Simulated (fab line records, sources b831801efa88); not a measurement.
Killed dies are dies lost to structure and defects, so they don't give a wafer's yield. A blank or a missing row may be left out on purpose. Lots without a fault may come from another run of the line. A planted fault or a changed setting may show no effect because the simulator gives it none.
Which tool did it? | flow gf180mcu | 6 lots, 18 wafers sampled, at 4 steps of a route of 602

WHAT THE GAUGES READ, wafer by wafer
GF_NSD_OVL_MEAS_08.
lot  | measured     | on         | NSD_OVL (nm)
L683 | day 14 19:36 | overlay-02 | 1.3 2.2 2.0
L685 | day 15 09:07 | overlay-01 | -2.2 -1.1 -0.3
L694 | day 18 19:15 | overlay-02 | -0.5 0.3 -0.7
L697 | day 19 17:17 | overlay-01 | 0.3 0.1 -0.3
L699 | day 20 09:58 | overlay-01 | 0.0 -0.8 -0.4
L702 | day 21 11:21 | overlay-01 | 1.4 0.4 0.7

WHICH TOOL RAN EACH LOT (tool, then ch and the chambers of the sampled wafers, then the start)
lot  | GF_NWELL_SOFTBAKE_03             | GF_NWELL_STRIP_10                   | GF_DUAL_GATE_STRIP_13
L683 | litho_track-02 ch 0, day 3 22:23 | plasma_asher-03 ch 1, day 4 05:05   | plasma_asher-02 ch 1, day 9 12:18
L685 | litho_track-04 ch 0, day 4 08:36 | plasma_asher-04 ch 0, day 4 15:23   | plasma_asher-02 ch 0,1, day 9 23:54
L694 | litho_track-03 ch 0, day 6 12:34 | plasma_asher-04 ch 0,1, day 6 20:55 | plasma_asher-02 ch 0,1, day 12 21:03
L697 | litho_track-02 ch 0, day 7 02:50 | plasma_asher-02 ch 0,1, day 7 11:01 | plasma_asher-02 ch 0,1, day 13 16:49
L699 | litho_track-02 ch 0, day 7 14:36 | plasma_asher-02 ch 0,1, day 7 23:07 | plasma_asher-02 ch 0,1, day 14 07:03
L702 | litho_track-04 ch 0, day 8 05:38 | plasma_asher-03 ch 0,1, day 8 14:44 | plasma_asher-01 ch 0,1, day 15 04:20
- GF_NWELL_SOFTBAKE_03
- GF_NWELL_STRIP_10: strips in O2/N2.
- GF_DUAL_GATE_STRIP_13: strips in O2/N2.

THE ANSWER, worked out from the rows above alone
Rule: what is usual is taken from the lots themselves. Put in order of their means at a reading, lots are off if they are a third of the lots or fewer, leave a main group of 4 or more, and stand apart from it by a gap of 3 or more times the standard deviation of the main group's means; of several such gaps the widest counts. A main group whose means are all the same, to the digits that the tables above print for the reading, isn't used. A lot without any number at a reading at which 4 lots or more have one is off too. The other lots that the step has rows for count as sound.
No lot is off at any reading shown: from this, nothing can be told.

WHAT THE SIMULATOR HAD PUT IN
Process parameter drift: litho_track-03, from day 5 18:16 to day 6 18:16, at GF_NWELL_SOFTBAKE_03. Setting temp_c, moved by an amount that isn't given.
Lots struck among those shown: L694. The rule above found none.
